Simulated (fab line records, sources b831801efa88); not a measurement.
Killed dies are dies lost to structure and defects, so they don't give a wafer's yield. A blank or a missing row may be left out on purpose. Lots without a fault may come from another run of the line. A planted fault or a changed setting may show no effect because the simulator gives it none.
One fault seen from 2 desks | flow sky130 | each desk has only its own numbers; what lay behind them comes last

THE METROLOGY DESK
What the gauges read, lot by lot, whatever tool the lot ran on: means of the sampled wafers that have a number. A lot is out of limits, marked OUT, if its mean lies more than 4 standard deviations from the usual mean; the brackets give that distance.
Columns: A = FIELD_ISO_CVD_03_THK at SKY_FIELD_ISO_THK_MEAS_04, usual 163.8 nm
lot  | first seen here | A
L501 | day 1 13:29     | 165.1
L502 | day 1 19:08     | 165.7
L503 | day 2 00:31     | 173.3 (+7.3) OUT
L517 | day 5 00:13     | 163.8
L518 | day 5 04:58     | 161.2
L519 | day 5 07:29     | 162.7
L520 | day 5 15:07     | 164.9
L521 | day 5 19:09     | 165.1
L522 | day 5 23:28     | 163.3
L523 | day 6 04:46     | 164.0
L524 | day 6 11:22     | 163.8
This desk's finding: out of limits on L503; first on L503, day 2 00:31 (FIELD_ISO_CVD_03_THK at SKY_FIELD_ISO_THK_MEAS_04). In limits: L501, L502, L517, L518, L519, L520, L521, L522, L523, L524.

THE TOOL OWNER'S DESK: lpcvd-02
The tool's own readings at SKY_FIELD_ISO_CVD_03 (deposits Si3N4 from DCS/NH3, target thk 165 nm, time 2830 s): means of the sampled wafers that have a number, for each lot that ran on this tool. A lot is out of limits, marked OUT, if its mean lies more than 4 standard deviations from the usual mean; the brackets give that distance.
Columns: A = pressure_mtorr at SKY_FIELD_ISO_CVD_03, usual 250.2 mTorr; B = zone_power_lower_pct at SKY_FIELD_ISO_CVD_03, usual 14.0 %
lot  | first seen here | A                       | B
L501 | day 1 11:41     | 250.8                   | 15.4
L502 | day 1 17:20     | 249.7                   | 15.4
L503 | day 1 22:44     | 300.5 (+99 or more) OUT | 12.2
L517 | day 4 21:32     | 250.1                   | 15.6
L518 | day 5 02:15     | 250.2                   | 15.3
L519 | day 5 05:41     | 250.3                   | 12.2
L520 | day 5 13:19     | 250.5                   | 12.1
L521 | day 5 17:22     | 249.8                   | 15.3
L522 | day 5 21:41     | 250.4                   | 12.2
L523 | day 6 02:58     | 249.9                   | 15.4
L524 | day 6 09:34     | 250.6                   | 12.2
This desk's finding: out of limits on L503; first on L503, day 1 22:44 (pressure_mtorr at SKY_FIELD_ISO_CVD_03). In limits: L501, L502, L517, L518, L519, L520, L521, L522, L523, L524.

PUT TOGETHER
The tool owner's desk could have raised an alarm at day 1 22:44, on L503.
The metrology desk could have raised an alarm at day 2 00:31, on L503.
Of the lots named, all ran SKY_FIELD_ISO_CVD_03 on lpcvd-02.

WHAT THE SIMULATOR HAD PUT IN
Process parameter drift: lpcvd-02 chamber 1, from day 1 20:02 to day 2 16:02, at SKY_FIELD_ISO_CVD_03. Setting pressure_mtorr, moved by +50, from 250. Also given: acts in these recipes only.
Lots struck among those shown: L503.
Hours from the fault's start to each desk's first reading out of limits: the tool owner's desk, 3; the metrology desk, 4.
